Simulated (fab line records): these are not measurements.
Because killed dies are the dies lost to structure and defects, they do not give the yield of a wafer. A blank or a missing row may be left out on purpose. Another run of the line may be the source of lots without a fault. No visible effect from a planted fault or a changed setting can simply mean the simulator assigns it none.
Comparing a struck lot with a sound one :: flow gf180mcu :: 16 steps out of a route of 602
Sound: these wafers, L996.2, L996.5, L996.6. Struck: wafers L110.4, L110.6. (L110.5 of the same lot was not struck and is left out.) The cause comes at the end.
Order at every step that has rows: each side's tool, ch and its chambers, its first start. Under that, the readings that differ: sound wafers :: struck wafers :: difference of the means :: sigmas: that difference in standard deviations of wafers without a fault.
alike: same words and numbers on both sides, and readings whose means sit less than 2 such deviations apart. not compared: any withheld reading, any reading some wafer has no value for, any bound like >300 that may hide the same value, and any number with overlapping values for which the record gives no deviation.
A row with sigmas, a row that says differs or no value, or rows on one side alone: a step with any of these is where the two part. Numbers that don't overlap but have no deviation are shown without sigmas and don't part them. A reading that every wafer of one side lacks parts them only if that side has two wafers or more.

first, 3 steps without rows for these wafers: GF_V3_EXPOSE_11 (exposes mask Via3, target cd 260 nm); GF_V3_PEB_12 (peb time 90 s); GF_V3_DEVELOP_13 (develop time 60 s).
GF_V3_CD_MEAS_14 targets a cd of 260 nm.
  sound on cd_sem-02, day 23 17:53; struck on cd_sem-02, day 28 06:52
  alike: cd_nm
GF_V3_OVL_MEAS_15:
  sound on overlay-01, day 23 17:59; struck on overlay-02, day 28 06:57
  alike: V3_OVL
GF_V3_ETCH_16: etches BARC in N2/H2.
  sound on rie_diel-02 ch 2,3, day 23 18:01; struck on rie_diel-04 ch 0,1, day 28 06:59
  alike: drypump_motor_current_A, oes_product_au, throttle_valve_pct
GF_V3_ETCH_17: etches SiO2 in C4F8/O2/Ar, stops on TiN, target depth 635 nm.
  sound: rie_diel-02 ch 2,3; struck: rie_diel-04 ch 0,1
  alike: oes_product_au
then, 3 steps without rows for these wafers: GF_V3_STRIP_18 (strips in O2/N2); GF_V3_STRIP_19 (strips in post etch residue remover, time 1200 s); GF_V3_CLEAN_20 (cleans in DIW).
GF_V3_SPUTTER_21: material Ti, target thk 15 nm, time 80.02 s.
  sound on pvd_sputter-04, day 23 18:43; struck on pvd_sputter-02, day 28 07:49
  alike: substrate_temp_c, throttle_valve_pct
GF_V3_SPUTTER_22: material TiN, target thk 10 nm, time 40 s.
  sound on pvd_sputter-04, day 23 18:47; struck on pvd_sputter-02, day 28 07:53
  alike: throttle_valve_pct
GF_V3_CVD_23: deposits W, target thk 350 nm, time 104.9 s.
  sound on cvd_w-01 ch 0,1, day 23 18:49; struck on cvd_w-02 ch 0, day 28 07:57
  alike: heater_power_w
GF_V3_RS_MEAS_24: measurement is done with a four-point probe.
  sound on film_metro-02, day 23 18:57; struck on film_metro-01, day 28 08:05
reading: V3_W_RS (ohm/sq)
sound: 0.321 0.336 0.318
struck: 0.459 0.450
difference: +0.130
sigmas: +18
GF_V3_THK_MEAS_25: measures by xrf.
  sound on film_metro-02, day 23 19:04; struck on film_metro-01, day 28 08:11
reading: V3_W_THK (nm)
sound: 364 349 370
struck: 275 278
difference: -84
sigmas: -9
GF_V3_CMP_26: polishes, stops on SiO2, t overpolish 15 s, target thk 0 nm.
  sound on cmp-01 ch 1,2, day 23 19:07; struck on cmp-01 ch 0,2, day 28 08:24
  alike: head_pressure_psi, motor_current_A, overpolish_run_s, time_to_endpoint_s

== WHERE THEY PART ==
First at GF_V3_RS_MEAS_24; last, within this record, at GF_V3_THK_MEAS_25. Later steps at which nothing parts them and some readings are alike: GF_V3_CMP_26.

WHY: the cause the simulator had injected
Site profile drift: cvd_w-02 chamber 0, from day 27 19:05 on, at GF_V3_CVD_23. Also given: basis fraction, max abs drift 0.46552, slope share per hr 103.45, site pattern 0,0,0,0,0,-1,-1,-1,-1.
